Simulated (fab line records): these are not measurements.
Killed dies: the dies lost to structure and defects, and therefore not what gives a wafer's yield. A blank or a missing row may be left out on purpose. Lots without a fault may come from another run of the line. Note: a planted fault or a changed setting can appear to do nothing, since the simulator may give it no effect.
Comparing a struck lot with a sound one :: flow gf180mcu :: 17 steps out of a route of 602
Sound: wafers L301.1, L301.2, L301.3. Wafers L313.2, L313.3, L313.4 were the ones struck. Last of all comes the cause.
For every step that has rows: the tool of each side, followed by ch and its chambers, followed by its first start. Under that, the readings that differ: sound wafers :: struck wafers :: difference of the means :: sigmas: that difference in standard deviations of wafers without a fault.
alike: words and numbers the same on both sides, and readings whose means are apart by under 2 such deviations; not compared: readings that were withheld, readings missing a value for some wafer, numbers with overlapping values and no deviation given by the record, and bounds like >300 which may hide the same value.
A row with sigmas, a row that says differs or no value, or rows on one side alone: a step with any of these is where the two part. Numbers that don't overlap but have no deviation are shown without sigmas and don't part them. A reading that every wafer of one side lacks parts them only if that side has two wafers or more.

first, 2 steps without rows for these wafers: GF_CONTACT_PEB_12 (peb time 90 s); GF_CONTACT_DEVELOP_13 (develop time 60 s).
GF_CONTACT_CD_MEAS_14 targets a cd of 220 nm.
  sound on cd_sem-01, day 18 11:15; struck on cd_sem-02, day 22 09:56
  alike: cd_nm
GF_CONTACT_OVL_MEAS_15:
  sound on overlay-01, day 18 11:22; struck on overlay-01, day 22 10:02
  alike: CONTACT_OVL
GF_CONTACT_ETCH_16: etches BARC in N2/H2.
  sound on rie_diel-02 ch 0,2,3, day 18 11:25; struck on rie_diel-03 ch 0,1, day 22 10:04
  alike: bias_w, drypump_motor_current_A, n2_flow_sccm, oes_product_au, throttle_valve_pct
then, 1 step without rows for these wafers: GF_CONTACT_ETCH_17 (etches SiO2 in C4F8/O2/Ar, stops on CoSi2, target depth 860 nm).
GF_CONTACT_STRIP_18: strips in O2/N2.
  sound on plasma_asher-01 ch 0,1, day 18 11:34; struck on plasma_asher-01 ch 0,1, day 22 10:19
  alike: drypump_motor_current_A, heater_power_w, n2_flow_sccm, oes_product_au
  not compared: rf_hours_counter_h
then, 3 steps without rows for these wafers: GF_CONTACT_CLEAN_19 (cleans in SPM); GF_CONTACT_CLEAN_20 (cleans in DIW); GF_CONTACT_CLEAN_21 (cleans in dHF, time 20 s).
GF_CONTACT_SPUTTER_22: material Ti, target thk 15 nm, time 80.02 s.
  sound on pvd_sputter-02, day 18 11:53; struck on pvd_sputter-01, day 22 10:38
  alike: cathode_dc_power_W, throttle_valve_pct
GF_CONTACT_SPUTTER_23: material TiN, target thk 10 nm, time 40 s.
  sound on pvd_sputter-02, day 18 11:57; struck on pvd_sputter-01, day 22 10:41
  alike: cathode_dc_power_W, throttle_valve_pct
GF_CONTACT_CVD_24: deposits W, target thk 300 nm, time 90.339 s.
  sound on cvd_w-01 ch 0,1, day 18 11:59; struck on cvd_w-02 ch 0,1, day 22 10:44
reading: susceptor_temp_C (C)
sound: 399.97 399.90 400.16
struck: 396.67 396.98 397.05
difference: -3.11
sigmas: -15

reading: model.W_of_CONTACT_CVD_24.thk_nm (nm)
sound: 302.8 311.6 309.8
struck: 283.2 278 278.6
difference: -28.1
sigmas: 
  alike: heater_power_w
GF_CONTACT_RS_MEAS_25: uses a four-point probe to measure.
  sound on film_metro-03, day 18 12:05; struck on film_metro-04, day 22 10:51
reading: CONTACT_W_RS (ohm/sq)
sound: 0.379 0.368 0.370
struck: 0.407 0.414 0.413
difference: +0.039
sigmas: +6
GF_CONTACT_THK_MEAS_26: measures by xrf.
  sound on film_metro-03, day 18 12:13; struck on film_metro-04, day 22 10:58
reading: CONTACT_W_THK (nm)
sound: 303 311 310
struck: 286 281 280
difference: -26
sigmas: -4
GF_CONTACT_CMP_27: polishes, stops on SiO2, t overpolish 15 s, target thk 0 nm.
  sound on cmp-01 ch 0,1,3, day 18 12:16; struck on cmp-02 ch 0,2,3, day 22 11:04
  alike: motor_current_A
-- the record jumps here: 11 days lie between the struck wafers' starts before and after (it left off in module CONTACT and takes up again in module PASSIVATION, whose first step shown is number 602 of the route) --
GF_PASSIVATION_PROBE_99:
  the record has rows for the struck wafers here (prober-02, day 33 19:38) and none for the sound ones

## WHERE THEY PART
At GF_CONTACT_CVD_24 first; at GF_PASSIVATION_PROBE_99 last (within this record only).

WHY: what had been put in by the simulator
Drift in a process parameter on cvd_w-02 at GF_CONTACT_CVD_24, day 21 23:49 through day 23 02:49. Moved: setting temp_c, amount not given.
